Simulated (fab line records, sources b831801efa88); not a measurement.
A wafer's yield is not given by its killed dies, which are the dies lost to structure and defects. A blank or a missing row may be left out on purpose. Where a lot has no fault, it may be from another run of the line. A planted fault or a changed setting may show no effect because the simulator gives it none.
Which tool is to blame? ; flow sky130 ; 15 lots, 45 wafers sampled, at 3 steps of a route of 708

## WHAT EACH GAUGE READ, for each wafer
SKY_CONTACT_OVL_MEAS_15. Usual: CONTACT_OVL typically reads -2 nm, with standard deviation 4.6.
lot;measured;on;CONTACT_OVL (nm);flag
L573;day 31 10:58;overlay-02;-4 -4 2;
L574;day 31 13:00;overlay-02;-2 0 -8;
L575;day 32 08:55;overlay-01;0 -2 5;
L576;day 32 22:08;overlay-02;1 0 -1;
L578;day 33 12:58;overlay-02;2 -5 -1;
L581;day 34 08:00;overlay-01;4 -5 -5;
L582;day 34 09:01;overlay-02;-2 -1 6;
L584;day 35 07:42;overlay-02;-3 -1 0;
L585;day 35 13:18;overlay-02;4 -7 -2;
L586;day 36 05:23;overlay-01;-6 -4 -1;
L587;day 36 06:55;overlay-02;1 -7 3;
L588;day 36 13:29;overlay-02;-6 -1 3;
L589;day 36 23:11;overlay-01;7 -1 1;
L595;day 38 14:32;overlay-02;4 2 6;
L596;day 38 18:37;overlay-02;3 -2 4;

SKY_CONTACT_RS_MEAS_25: a four-point-probe measurement. Usual: CONTACT_W_RS typically reads 0.337 ohm/sq, with standard deviation 0.0054.
lot;measured;on;CONTACT_W_RS (ohm/sq);flag
L573;day 31 11:55;film metro-01;0.338 0.341 0.337;
L574;day 31 13:59;film metro-01;0.333 0.335 0.330;
L575;day 32 09:53;film metro-02;0.325 0.329 0.339;
L576;day 32 23:04;film metro-03;0.339 0.339 0.340;
L578;day 33 13:56;film metro-03;0.337 0.335 0.335;
L581;day 34 09:17;film metro-03;0.335 0.344 0.344;
L582;day 34 10:23;film metro-03;0.325 0.340 0.334;
L584;day 35 08:41;film metro-02;0.343 0.339 0.338;
L585;day 35 14:23;film metro-03;0.344 0.344 0.342;
L586;day 36 06:20;film metro-02;0.336 0.345 0.341;
L587;day 36 07:52;film metro-03;0.335 0.335 0.332;
L588;day 36 14:27;film metro-03;0.345 0.337 0.338;
L589;day 37 00:08;film metro-01;0.330 0.339 0.328;
L595;day 38 15:31;film metro-02;0.340 0.336 0.334;
L596;day 38 19:34;film metro-02;0.342 0.335 0.341;

## TOOL THAT RAN EACH LOT (tool first, then ch and the chambers of the sampled wafers, then the start)
lot;SKY_CONTACT_STRIP_19
L573;plasma asher-03 ch 0,1, day 31 11:08
L574;plasma asher-02 ch 0,1, day 31 13:10
L575;plasma asher-03 ch 0, day 32 09:05
L576;plasma asher-04 ch 0,1, day 32 22:18
L578;plasma asher-04 ch 0, day 33 13:08
L581;plasma asher-04 ch 0,1, day 34 08:10
L582;plasma asher-02 ch 0,1, day 34 09:11
L584;plasma asher-03 ch 0,1, day 35 07:52
L585;plasma asher-02 ch 0,1, day 35 13:28
L586;plasma asher-02 ch 0,1, day 36 05:33
L587;plasma asher-02 ch 0,1, day 36 07:05
L588;plasma asher-04 ch 0,1, day 36 13:41
L589;plasma asher-02 ch 0,1, day 36 23:21
L595;plasma asher-04 ch 0,1, day 38 14:43
L596;plasma asher-03 ch 0,1, day 38 18:47
- SKY_CONTACT_STRIP_19: strips in O2/N2.

## AS READ BY THE TOOLS THEMSELVES (means over the sampled wafers that have a number; for cases with no such wafer, the mark the record gives instead)
SKY_CONTACT_STRIP_19. Usual: drypump motor current A 5.6 A, standard deviation 0.52; oes product au 0.380 a.u., standard deviation 0.0042; strip time to endpoint s 3.61 s, standard deviation 0.037.
lot;tool;drypump motor current A (A);oes product au (a.u.);strip time to endpoint s (s);flag
L573;plasma asher-03;6.0;0.379;3.64;
L574;plasma asher-02;5.6;0.384;3.59;
L575;plasma asher-03;6.5;0.378;3.58;
L576;plasma asher-04;5.3;0.382;3.61;
L578;plasma asher-04;5.1;0.377;3.60;
L581;plasma asher-04;5.5;0.380;3.63;
L582;plasma asher-02;5.5;0.382;3.61;
L584;plasma asher-03;6.0;0.375;3.58;
L585;plasma asher-02;5.6;0.376;3.60;
L586;plasma asher-02;5.6;0.376;3.62;
L587;plasma asher-02;5.6;0.383;3.65;
L588;plasma asher-04;5.3;0.384;3.64;
L589;plasma asher-02;5.6;0.379;3.66;
L595;plasma asher-04;5.5;0.379;3.61;
L596;plasma asher-03;5.5;0.381;3.57;

## THE ANSWER, worked out from the rows above alone
Rule: a lot is off if the mean of its wafers that have a number lies more than 3 standard deviations from the usual mean. Also off: a lot with no number at a reading for which 4 or more lots have one. Where the step has rows for the other lots, those lots are counted as sound. After the gauges, taken in route order, come the tools' own readings; for these a lot's mean is taken, as printed above. At the first step where some lot is off, the reading lying furthest off is the one used; lots without a number count as furthest.
No lot is off at any reading shown: from this, nothing can be told.

## WHAT HAD BEEN PUT IN BY THE SIMULATOR
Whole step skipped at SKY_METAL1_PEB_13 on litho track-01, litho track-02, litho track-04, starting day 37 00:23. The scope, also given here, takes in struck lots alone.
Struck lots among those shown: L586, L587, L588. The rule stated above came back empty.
